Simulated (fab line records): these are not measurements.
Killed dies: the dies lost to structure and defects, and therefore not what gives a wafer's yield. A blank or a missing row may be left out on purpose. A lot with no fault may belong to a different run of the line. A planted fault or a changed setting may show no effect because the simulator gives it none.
Which tool was responsible? | flow gf180mcu | 12 lots, 36 wafers sampled, at 5 steps of a route of 602

== WHAT THE GAUGES READ, wafer by wafer ==
GF_TOP_METAL_OVL_MEAS_15. Usual: TOP_METAL_OVL typically reads -0.4 nm, with standard deviation 1.4.
lot  | measured     | on         | TOP_METAL_OVL (nm)                  | flag
L613 | day 27 20:56 | overlay-01 | 0.2 1.0 -0.8                        |
L616 | day 29 01:23 | overlay-01 | -1.3 -2.6 -2.9                      |
L617 | day 29 09:17 | overlay-02 | -0.6 0.0 0.8                        |
L619 | day 29 21:26 | overlay-02 | 0.4 -2.2 -2.0                       |
L622 | day 30 19:47 | overlay-01 | 1.2 0.5 0.8                         |
L623 | day 31 09:44 | overlay-02 | -0.3 1.5 -0.7                       |
L624 | day 31 13:50 | overlay-02 | 1.3 2.7 1.2                         |
L625 | day 31 15:11 | overlay-02 | -1.3 0.3 -1.2                       |
L628 | day 32 12:44 | overlay-01 | 1.1 2.7 -0.7                        |
L631 | day 33 00:11 | overlay-02 | 127.7 128.4 128.6 127.5 128.0 129.0 | OFF
L635 | day 34 00:09 | overlay-01 | -1.3 -3.5 -1.9                      |
L636 | day 34 02:52 | overlay-01 | 126.8 126.4 126.3 126.5 126.8 126.2 | OFF

== WHAT TOOL EACH LOT RAN ON (gives the tool, then ch and the chambers of the sampled wafers, and finally the start) ==
lot  | GF_M4_STRIP_17                       | GF_V4_SPUTTER_22             | GF_TOP_METAL_SPUTTER_00      | GF_TOP_METAL_EXPOSE_11
L613 | plasma-asher-02 ch 0,1, day 23 05:41 | pvd-sputter-01, day 24 06:05 | pvd-sputter-02, day 27 00:56 | iline-stepper-01 ch 0, day 27 11:22
L616 | plasma-asher-03 ch 0,1, day 24 13:40 | pvd-sputter-04, day 25 12:53 | pvd-sputter-04, day 28 05:35 | iline-stepper-01 ch 0, day 28 15:41
L617 | plasma-asher-03 ch 0,1, day 24 22:34 | pvd-sputter-02, day 25 21:16 | pvd-sputter-02, day 28 13:51 | iline-stepper-02 ch 0, day 29 00:05
L619 | plasma-asher-03 ch 0,1, day 25 10:20 | pvd-sputter-04, day 26 09:19 | pvd-sputter-03, day 29 02:09 | iline-stepper-02 ch 0, day 29 11:59
L622 | plasma-asher-01 ch 1, day 26 13:27   | pvd-sputter-01, day 27 11:26 | pvd-sputter-03, day 30 01:49 | iline-stepper-01 ch 0, day 30 10:59
L623 | plasma-asher-01 ch 0,1, day 26 21:54 | pvd-sputter-02, day 27 20:01 | pvd-sputter-02, day 30 10:05 | iline-stepper-02 ch 0, day 31 00:59
L624 | plasma-asher-02 ch 0,1, day 27 08:39 | pvd-sputter-02, day 28 06:40 | pvd-sputter-02, day 30 19:40 | iline-stepper-01 ch 0, day 31 04:49
L625 | plasma-asher-02 ch 0,1, day 27 11:53 | pvd-sputter-04, day 28 09:59 | pvd-sputter-03, day 30 21:35 | iline-stepper-01 ch 0, day 31 06:31
L628 | plasma-asher-03 ch 0,1, day 28 10:56 | pvd-sputter-01, day 29 08:16 | pvd-sputter-04, day 31 19:51 | iline-stepper-01 ch 0, day 32 04:28
L631 | plasma-asher-03 ch 0,1, day 29 01:15 | pvd-sputter-04, day 29 22:37 | pvd-sputter-03, day 32 08:04 | iline-stepper-01 ch 0, day 32 16:29
L635 | plasma-asher-03 ch 0,1, day 30 05:29 | pvd-sputter-01, day 31 01:05 | pvd-sputter-04, day 33 08:32 | iline-stepper-02 ch 0, day 33 16:39
L636 | plasma-asher-03 ch 0,1, day 30 10:32 | pvd-sputter-01, day 31 06:16 | pvd-sputter-02, day 33 11:11 | iline-stepper-01 ch 0, day 33 19:40
- GF_M4_STRIP_17: strips in O2/N2.
- GF_V4_SPUTTER_22: material TiN, target thk 10 nm, time 40 s.
- GF_TOP_METAL_SPUTTER_00: material Ti, target thk 37.5 nm, time 150 s.
- GF_TOP_METAL_EXPOSE_11: exposes mask MetalTop, target cd 440 nm.

== AS READ BY THE TOOLS THEMSELVES (means over the sampled wafers that have a number; for cases with no such wafer, the mark the record gives instead) ==
GF_M4_STRIP_17. Usual: drypump-motor-current-A 5.5 A, standard deviation 0.56; heater-power-w 329 W, standard deviation 37; n2-flow-sccm 299.9 sccm, standard deviation 0.82; oes-product-au 0.538 a.u., standard deviation 0.0052; strip-time-to-endpoint-s 7.38 s, standard deviation 0.053.
lot  | tool            | drypump-motor-current-A (A) | heater-power-w (W) | n2-flow-sccm (sccm) | oes-product-au (a.u.) | strip-time-to-endpoint-s (s) | flag
L613 | plasma-asher-02 | 5.9                         | 328                | 301.2               | 0.539                 | 7.43                         |
L616 | plasma-asher-03 | 5.2                         | 334                | 299.5               | 0.538                 | 7.39                         |
L617 | plasma-asher-03 | 5.6                         | 334                | 299.3               | 0.534                 | 7.35                         |
L619 | plasma-asher-03 | 5.2                         | 340                | 299.6               | 0.540                 | 7.35                         |
L622 | plasma-asher-01 | 4.8                         | 273                | 299.7               | 0.536                 | 7.35                         |
L623 | plasma-asher-01 | 5.3                         | 289                | 299.5               | 0.536                 | 7.35                         |
L624 | plasma-asher-02 | 5.7                         | 359                | 299.9               | 0.539                 | 7.44                         |
L625 | plasma-asher-02 | 5.7                         | 363                | 299.8               | 0.535                 | 7.34                         |
L628 | plasma-asher-03 | 5.6                         | 334                | 299.8               | 0.535                 | 7.35                         |
L631 | plasma-asher-03 | 5.6                         | 330                | 300.5               | 0.541                 | 7.37                         |
L635 | plasma-asher-03 | 5.2                         | 332                | 301.3               | 0.544                 | 7.47                         |
L636 | plasma-asher-03 | 5.2                         | 338                | 301.1               | 0.535                 | 7.37                         |

GF_V4_SPUTTER_22. Usual: cathode-dc-power-W 4000.0 W, standard deviation 0.73; throttle-valve-pct 30.3 %, standard deviation 1.1.
lot  | tool           | cathode-dc-power-W (W) | throttle-valve-pct (%) | flag
L613 | pvd-sputter-01 | 4000.2                 | 31.7                   |
L616 | pvd-sputter-04 | 4000.1                 | 29.5                   |
L617 | pvd-sputter-02 | 4000.4                 | 29.1                   |
L619 | pvd-sputter-04 | 3999.4                 | 29.3                   |
L622 | pvd-sputter-01 | 3999.4                 | 31.0                   |
L623 | pvd-sputter-02 | 4000.1                 | 29.0                   |
L624 | pvd-sputter-02 | 4000.3                 | 29.1                   |
L625 | pvd-sputter-04 | 4000.4                 | 29.7                   |
L628 | pvd-sputter-01 | 4000.3                 | 31.3                   |
L631 | pvd-sputter-04 | 3999.8                 | 29.2                   |
L635 | pvd-sputter-01 | 4000.0                 | 30.8                   |
L636 | pvd-sputter-01 | 3999.8                 | 30.8                   |

GF_TOP_METAL_SPUTTER_00. Usual: cathode-dc-power-W 4000.0 W, standard deviation 0.64; substrate-temp-c 200.00 C, standard deviation 0.16; throttle-valve-pct 29.3 %, standard deviation 0.86.
lot  | tool           | cathode-dc-power-W (W) | substrate-temp-c (C) | throttle-valve-pct (%) | flag
L613 | pvd-sputter-02 | 4000.4                 | 200.03               | 29.1                   |
L616 | pvd-sputter-04 | 4000.5                 | 200.03               | 28.9                   |
L617 | pvd-sputter-02 | 4000.2                 | 200.02               | 29.5                   |
L619 | pvd-sputter-03 | 3999.7                 | 199.90               | 28.6                   |
L622 | pvd-sputter-03 | 3999.9                 | 200.04               | 28.5                   |
L623 | pvd-sputter-02 | 4000.8                 | 200.00               | 29.0                   |
L624 | pvd-sputter-02 | 3999.8                 | 200.05               | 29.6                   |
L625 | pvd-sputter-03 | 3999.4                 | 200.01               | 28.7                   |
L628 | pvd-sputter-04 | 3999.1                 | 200.06               | 29.7                   |
L631 | pvd-sputter-03 | 3999.6                 | 200.20               | 28.4                   |
L635 | pvd-sputter-04 | 4000.0                 | 199.76               | 29.3                   |
L636 | pvd-sputter-02 | 3999.9                 | 199.96               | 29.0                   |

GF_TOP_METAL_EXPOSE_11. Usual: stage-vel-mm-s 499.98 mm/s, standard deviation 0.25.
lot  | tool             | stage-vel-mm-s (mm/s) | flag
L613 | iline-stepper-01 | 499.98                |
L616 | iline-stepper-01 | 499.82                |
L617 | iline-stepper-02 | 500.16                |
L619 | iline-stepper-02 | 500.22                |
L622 | iline-stepper-01 | 500.19                |
L623 | iline-stepper-02 | 500.21                |
L624 | iline-stepper-01 | 499.93                |
L625 | iline-stepper-01 | 499.71                |
L628 | iline-stepper-01 | 499.83                |
L631 | iline-stepper-01 | 499.96                |
L635 | iline-stepper-02 | 499.85                |
L636 | iline-stepper-01 | 500.06                |

== THE ANSWER, worked out from the rows above alone ==
Rule: a lot counts as off when the mean over its wafers that have a number is more than 3 standard deviations away from the usual mean. Also off: a lot with no number at a reading for which 4 or more lots have one. The other lots that the step has rows for count as sound. First the gauges in route order, then the tools' own readings, where a lot's mean is used as printed above. The first step at which some lot is off is used, and at that step the reading that is off furthest; a lot without a number counts as furthest.
Off: at GF_TOP_METAL_OVL_MEAS_15 (TOP_METAL_OVL), L631, L636.
If a tool, at a process step before that reading, ran all the lots that are off and no sound lot after the first of them, it fits. The gauges at GF_TOP_METAL_OVL_MEAS_15 are tried like those tools. One fits: GF_TOP_METAL_EXPOSE_11 on iline-stepper-01. Its last sound lot is L628 (day 32 04:28), its first lot that is off L631 (day 32 16:29): a fault that began between those two fits.

== WHAT THE SIMULATOR PUT IN ==
Scanner matching overlay: iline-stepper-01, from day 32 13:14 on, at GF_TOP_METAL_EXPOSE_11. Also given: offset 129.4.
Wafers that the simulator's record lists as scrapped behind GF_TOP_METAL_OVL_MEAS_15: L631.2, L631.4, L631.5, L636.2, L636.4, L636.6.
Struck lots among those shown: L631, L636. The rule above found the same.
